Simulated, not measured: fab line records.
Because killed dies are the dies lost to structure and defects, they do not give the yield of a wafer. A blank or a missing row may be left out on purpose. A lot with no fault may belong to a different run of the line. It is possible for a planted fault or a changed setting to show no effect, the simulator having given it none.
Which tool was responsible? :: flow gf180mcu :: 7 lots (21 wafers sampled), 1 step of a 602-step route

== WHAT EACH GAUGE READ, for each wafer ==
GF_V1_THK_MEAS_03.
lot: L253
measured: day 17 16:14
on: film-metro-04
V1_CVD_02_THK (nm): 859 858 829

lot: L256
measured: day 19 17:29
on: film-metro-04
V1_CVD_02_THK (nm): 851 826 863

lot: L259
measured: day 20 05:43
on: film-metro-03
V1_CVD_02_THK (nm): 861 852 864

lot: L263
measured: day 21 15:07
on: film-metro-03
V1_CVD_02_THK (nm): 860 879 872

lot: L266
measured: day 22 18:10
on: film-metro-02
V1_CVD_02_THK (nm): 857 866 867

lot: L268
measured: day 23 04:20
on: film-metro-02
V1_CVD_02_THK (nm): 817 844 855

lot: L271
measured: day 24 07:04
on: film-metro-03
V1_CVD_02_THK (nm): 848 847 857

== WHICH TOOL RAN EACH LOT (tool, then ch and the chambers of the sampled wafers, then the start) ==
The record shows no process step preceding these readings.

== THE ANSWER, worked out from the rows above alone ==
Rule: the lots themselves supply what counts as usual. Put in order of their means at a reading, lots are off if they are a third of the lots or fewer, leave a main group of 4 or more, and stand apart from it by a gap of 3 or more times the standard deviation of the main group's means; of several such gaps the widest counts. A main group whose means are all the same, to the digits that the tables above print for the reading, isn't used. Also off: a lot with no number at a reading for which 4 or more lots have one. The other lots that the step has rows for count as sound.
No lot is off on any of the readings shown, so nothing can be concluded from this.

== WHAT THE SIMULATOR HAD INSERTED ==
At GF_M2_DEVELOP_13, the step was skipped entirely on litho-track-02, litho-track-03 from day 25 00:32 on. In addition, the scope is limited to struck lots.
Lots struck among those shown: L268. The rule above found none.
